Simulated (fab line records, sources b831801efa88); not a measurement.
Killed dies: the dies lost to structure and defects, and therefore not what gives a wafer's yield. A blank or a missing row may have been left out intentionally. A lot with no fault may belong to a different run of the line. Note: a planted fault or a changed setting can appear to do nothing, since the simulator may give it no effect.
Which tool did it? ; flow sky130 ; 12 lots with 36 wafers sampled at 3 steps, on a route of 708 steps

WHAT THE GAUGES READ, wafer by wafer
SKY_LDD_P_OVL_MEAS_08.
lot;measured;on;LDD_P_OVL (nm)
L075;day 19 09:46;overlay-02;0.5 1.5 1.0
L077;day 20 06:08;overlay-01;2.1 1.3 0.6
L079;day 21 10:56;overlay-02;3.0 0.6 1.3
L081;day 21 20:57;overlay-01;-2.1 -1.6 -2.4
L083;day 22 17:05;overlay-01;0.9 1.6 1.0
L085;day 23 11:55;overlay-02;1.5 -0.3 -1.5
L087;day 24 01:56;overlay-02;-1.6 -1.5 -2.4
L089;day 24 18:35;overlay-01;1.0 0.1 0.9
L091;day 25 06:47;overlay-01;-3.5 -2.2 -0.4
L093;day 26 02:11;overlay-02;-0.1 0.5 0.2
L095;day 26 18:01;overlay-02;0.3 -1.5 -0.5
L097;day 27 08:28;overlay-01;-0.6 0.5 0.2

EACH LOT AND THE TOOL THAT RAN IT (in order: tool; ch and the chambers of the sampled wafers; start)
lot;SKY_SONOS_ONO_STRIP_17;SKY_RES_PROTECT_STRIP_07
L075;plasma-asher-04 ch 1, day 12 23:43;plasma-asher-03 ch 1, day 15 10:42
L077;plasma-asher-04 ch 0,1, day 13 16:32;plasma-asher-03 ch 0,1, day 16 06:24
L079;plasma-asher-04 ch 0,1, day 14 15:43;plasma-asher-02 ch 1, day 17 07:31
L081;plasma-asher-02 ch 0,1, day 14 23:55;plasma-asher-02 ch 0,1, day 17 14:13
L083;plasma-asher-04 ch 0,1, day 15 17:41;plasma-asher-01 ch 0,1, day 18 11:56
L085;plasma-asher-03 ch 0, day 16 11:20;plasma-asher-03 ch 0,1, day 19 07:36
L087;plasma-asher-03 ch 0,1, day 17 02:37;plasma-asher-03 ch 0,1, day 19 22:14
L089;plasma-asher-04 ch 0,1, day 17 18:19;plasma-asher-01 ch 0,1, day 20 15:40
L091;plasma-asher-03 ch 0,1, day 18 10:20;plasma-asher-02 ch 0,1, day 21 06:24
L093;plasma-asher-02 ch 0,1, day 19 04:05;plasma-asher-02 ch 0,1, day 22 02:16
L095;plasma-asher-03 ch 0,1, day 19 20:59;plasma-asher-03 ch 0,1, day 22 18:19
L097;plasma-asher-04 ch 0,1, day 20 13:28;plasma-asher-03 ch 0,1, day 23 09:25
- SKY_SONOS_ONO_STRIP_17: strips in O2/N2.
- SKY_RES_PROTECT_STRIP_07: strips in O2/N2.

THE ANSWER, worked out from the rows above alone
Rule: what is usual is taken from the lots themselves. Put in order of their means at a reading, lots are off if they are a third of the lots or fewer, leave a main group of 4 or more, and stand apart from it by a gap of 3 or more times the standard deviation of the main group's means; of several such gaps the widest counts. Not used: any main group whose means are identical at the precision the tables above print for the reading. A lot without any number at a reading at which 4 lots or more have one is off too. The other lots that the step has rows for count as sound.
No lot is off at any reading shown: from this, nothing can be told.

WHAT THE SIMULATOR HAD PUT IN
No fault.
